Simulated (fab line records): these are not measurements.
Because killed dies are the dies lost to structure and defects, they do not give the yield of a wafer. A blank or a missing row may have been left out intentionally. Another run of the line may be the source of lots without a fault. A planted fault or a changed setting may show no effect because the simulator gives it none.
Problem report in the 8D (eight disciplines) form, filled by code || flow sky130 || the parts of the form that need people (team, actions taken, sign-off) are left out

1. PROBLEM STATEMENT
VIA3_HDPCVD_THK at SKY_VIA3_THK_MEAS_01 reads a mean of 3121 nm on 6 wafers of 2 lots; wafers without a fault read 1632 nm with a standard deviation of 19. Relative to the usual mean, that is a shift of +78 standard deviations.
Seen first at day 41 06:57 on filmMetro-02, wafer L514.1. At this step, 36 wafers from 12 lots have a number in the record. The rule behind "out" and "out of limits": a value lying over 4 standard deviations away from the usual mean. The other wafers with a number count as sound.

2. WHAT IT IS AND WHAT IT IS NOT
{"question": "which readings at this step", "is": "VIA3_HDPCVD_THK", "is not": "-"}
{"question": "which lots", "is": "L514, L515", "is not": "L506, L507, L512, L518, L519, L520, L525, L526, L527, L528"}
{"question": "which wafers of those lots", "is": "all that have a number", "is not": "-"}
{"question": "read on which gauges", "is": "filmMetro-02, filmMetro-04", "is not": "filmMetro-01"}
{"question": "when", "is": "from day 41 06:57", "is not": "up to then (9 sound wafers); but 21 sound wafers of L518, L519, L520, L525, L526, L527, L528 came after"}

3. THE SUSPECTS, EACH WITH WHAT RULES IT OUT
Counting: a tool at any process step up to the reading remains a suspect when it ran all the lots that are out and ran no sound lot after the first of those.
- the gauge at SKY_VIA3_THK_MEAS_01: ruled out. Those wafers that are out were read across 2 gauges (filmMetro-02, filmMetro-04).
- hdpcvd-02 at SKY_VIA3_HDPCVD_00 (deposits SiO2, target thk 1635 nm, time 272.5 s): ruled out as a lasting fault. Sound lots L528 ran on it after its first lot that is out, L514 (day 41 06:47).
Left after counting: nothing in the record.

4. THE CAUSE (what the simulator had put in)
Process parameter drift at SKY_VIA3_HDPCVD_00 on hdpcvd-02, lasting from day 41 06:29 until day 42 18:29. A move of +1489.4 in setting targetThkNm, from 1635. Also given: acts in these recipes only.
Counting ruled it out, wrongly: the rule takes a fault to strike every lot that its tool runs from its start on, and this one did not.

5. THE CHAIN OF EFFECTS, in route order
Each row: a reading whose mean over the struck wafers that have a number lies more than 3 standard deviations from the usual. Only readings for which the record gives a usual standard deviation are gone through. hours: the time from each lot's start at the first step in this table that gives one to its start at this step, as a median over the lots. sigmas: the change in usual standard deviations.
{"hours": 0, "step": "SKY_VIA3_THK_MEAS_01", "reading": "VIA3_HDPCVD_THK", "usual": "1632 nm", "on struck wafers": 3121, "change": "+1489", "sigmas": "+78"}

6. WHAT WOULD HAVE CAUGHT IT SOONER
0 hours passed between the start of the fault at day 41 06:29 and the first reading out of limits at a measuring or inspecting step in this record, taken at day 41 06:57.
